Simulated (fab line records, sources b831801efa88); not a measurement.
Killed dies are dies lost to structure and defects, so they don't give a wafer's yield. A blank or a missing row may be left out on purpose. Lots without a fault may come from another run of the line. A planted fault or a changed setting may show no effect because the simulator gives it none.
A struck lot beside a sound one | flow sky130 | 37 steps out of a route of 708
Sound: wafers L416.1, L416.2, L416.6. Struck: wafers L402.1, L402.2, L402.4. The cause comes at the end.
At each step with rows: each side's tool, then ch and its chambers, then its first start. Under that, the readings that differ: sound wafers | struck wafers | difference of the means | sigmas: that difference in standard deviations of wafers without a fault.
alike: readings whose means differ by less than 2 such deviations, and words and numbers that are the same on both sides. not compared: withheld readings, readings that some wafer has no value for, bounds like >300 that may hide the same value, and numbers for which the record gives no deviation and whose values overlap.
The two part at a step that has a row with sigmas, a row that says differs or no value, or rows on one side only. Numbers that don't overlap but have no deviation are shown without sigmas and don't part them. A reading that every wafer of one side lacks parts them only if that side has two wafers or more.

first, 10 steps without rows for these wafers: SKY_LDD_LDN_SOFTBAKE_03 (time 60 s); SKY_LDD_LDN_EXPOSE_04 (exposes mask LDNTM, target cd 700 nm); SKY_LDD_LDN_PEB_05; SKY_LDD_LDN_DEVELOP_06 (develop time 60 s); SKY_LDD_LDN_IMPLANT_08; SKY_LDD_LDN_IMPLANT_09; SKY_LDD_LDN_IMPLANT_10; SKY_LDD_LDN_IMPLANT_11; SKY_LDD_LDN_STRIP_12 (strips in O2/N2); SKY_LDD_LDN_CLEAN_14 (cleans in SC1/SC2, time 150 s).
SKY_SPACER_CVD_00: deposits Si3N4 from DCS/NH3, target thk 43.1 nm, time 740 s.
  sound on lpcvd-02 ch 1, day 30 00:27; struck on lpcvd-02 ch 1, day 24 11:14
  reading                                  | sound             | struck            | difference | sigmas
  spike_tc_centre_C (C)                    | 772.2 772.1 773.2 | 767.8 765.8 766.9 | -5.7       | -4
  spike_tc_lower_C (C)                     | 771.9 767.7 769.9 | 764.2 763.3 763.8 | -6.1       | -7
  spike_tc_top_C (C)                       | 786.1 784.8 785.9 | 779.8 778.7 780.1 | -6.1       | -4
  spike_tc_upper_C (C)                     | 769.5 769.1 768.9 | 764.7 763.3 761.7 | -5.9       | -4
  model.Si3N4_of_SPACER_CVD_00.thk_nm (nm) | 42.96 43.02 42.97 | 38.53 38.01 38.53 | -4.63      |
SKY_SPACER_THK_MEAS_01:
  sound on film_metro-04, day 30 01:40; struck on film_metro-04, day 24 13:02
  reading                | sound          | struck         | difference | sigmas
  SPACER_CVD_00_THK (nm) | 43.0 43.0 42.9 | 38.6 38.0 38.5 | -4.6       | -11
SKY_SPACER_ETCHBACK_02: etches Si3N4 in CH3F/O2, stops on SiO2, time 46.7 s, target depth 45 nm.
  sound on rie_diel-01 ch 0,1, day 30 01:43; struck on rie_diel-04 ch 1,2,3, day 24 13:06
  reading                     | sound             | struck            | difference | sigmas
  drypump_motor_current_A (A) | 5.9 6.7 6.6       | 5.2 5.7 5.6       | -0.9       | -2
  oes_product_au (a.u.)       | 0.851 0.853 0.852 | 0.797 0.796 0.807 | -0.052     | -8
  model.etch.depth_nm (nm)    | 42.96 43.02 42.97 | 38.53 38.01 38.53 | -4.63      |
  alike: throttle_valve_pct
  not compared: rf_hours_counter_h
then, 22 steps without rows for these wafers: SKY_POLY_CUT_DEHYDRATE_00 (time 60 s); SKY_POLY_CUT_HMDS_01 (prime time 60 s); SKY_POLY_CUT_COAT_02 (resist thk 60 nm); SKY_POLY_CUT_COAT_03 (resist thk 450 nm); SKY_POLY_CUT_SOFTBAKE_04 (time 90 s); SKY_POLY_CUT_EXPOSE_05 (exposes mask NPCM, target cd 270 nm); SKY_POLY_CUT_PEB_06; SKY_POLY_CUT_DEVELOP_07 (develop time 60 s); SKY_POLY_CUT_ETCH_10 (etches BARC in N2/H2, stops on SiO2, time 45.9 s, target depth 60 nm); SKY_POLY_CUT_ETCH_11 (etches Si3N4 in CF4/CH2F2/Ar, stops on poly-Si, time 42.5 s, target depth 60 nm); SKY_POLY_CUT_STRIP_12 (strips in O2/N2); SKY_SD_P_DEHYDRATE_00 (time 60 s); SKY_SD_P_HMDS_01 (prime time 60 s); SKY_SD_P_COAT_02 (resist thk 1140 nm); SKY_SD_P_SOFTBAKE_03 (time 60 s); SKY_SD_P_EXPOSE_04 (exposes mask PSDM, target cd 380 nm); SKY_SD_P_PEB_05; SKY_SD_P_DEVELOP_06 (develop time 60 s); SKY_SD_P_IMPLANT_09; SKY_SD_P_STRIP_10 (strips in O2/N2); SKY_RES_XHIGH_DEHYDRATE_00 (time 60 s); SKY_RES_XHIGH_HMDS_01 (prime time 60 s).
-- the record jumps here: 5 days lie between the struck wafers' starts before and after (it left off in module RES_XHIGH and takes up again in module SALICIDE, whose first step shown is number 361 of the route) --
SKY_SALICIDE_CLEAN_00: cleans in HF-last, time 30 s.
  sound on wet_bench-01 ch 0, day 34 16:07; struck on wet_bench-04 ch 0, day 29 10:45
  reading                                  | sound       | struck            | difference | sigmas
  model.Si3N4_of_SPACER_CVD_00.thk_nm (nm) | 42 42.05 42 | 37.55 37.03 37.54 | -4.64      |
-- the record jumps here: 17 days lie between the struck wafers' starts before and after (it left off in module SALICIDE and takes up again in module PAD_OPEN, whose first step shown is number 708 of the route) --
SKY_PAD_OPEN_PROBE_99:
  sound on prober-01, day 50 09:18; struck on prober-01, day 46 21:10
  reading                                 | sound             | struck            | difference | sigmas
  model.etest.pfet_01v8.r_on_ohm_um       | 2937 2958 2864    | 2695 2673 2718    | -224       |
  model.etest.sonos_uncharged.r_on_ohm_um | 811 817.1 805.6   | 795 782.6 793.1   | -21        |
  model.etest.pfet_01v8.drive_ua_um       | 187.9 190.2 196.4 | 208.6 213 210.2   | +19.1      |
  model.etest.sram_pfet_latch.drive_ua_um | 143.9 143.3 148.8 | 152.1 154.8 162.6 | +11.2      |
  model.etest.pfet_01v8_hvt.drive_ua_um   | 142.2 141.6 147.1 | 157 159.2 157.9   | +14        |
  model.etest.pfet_01v8_mvt.drive_ua_um   | 149.9 152 154.4   | 162.5 163 162.4   | +10.5      |
  model.etest.pfet_01v8_lvt.drive_ua_um   | 170.9 170.9 172.2 | 181.8 183.1 181.4 | +10.8      |
  model.etest.ring_1v8.delay_ps           | 21.81 21.8 20.79  | 20.42 19.98 20.68 | -1.11      |
  alike: killed_at_M0_to_M3, killed_at_M4_up, killed_at_contacts, killed_at_front_end, killed_at_other, killed_dies, killed_open, killed_short

WHERE THEY PART
First at SKY_SPACER_CVD_00; last, within this record, at SKY_SPACER_ETCHBACK_02. Later steps at which nothing parts them and some readings are alike: SKY_PAD_OPEN_PROBE_99.

WHY: what the simulator had put in
Process parameter drift: lpcvd-02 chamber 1, from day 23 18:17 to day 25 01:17, at SKY_SPACER_CVD_00. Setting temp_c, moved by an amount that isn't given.
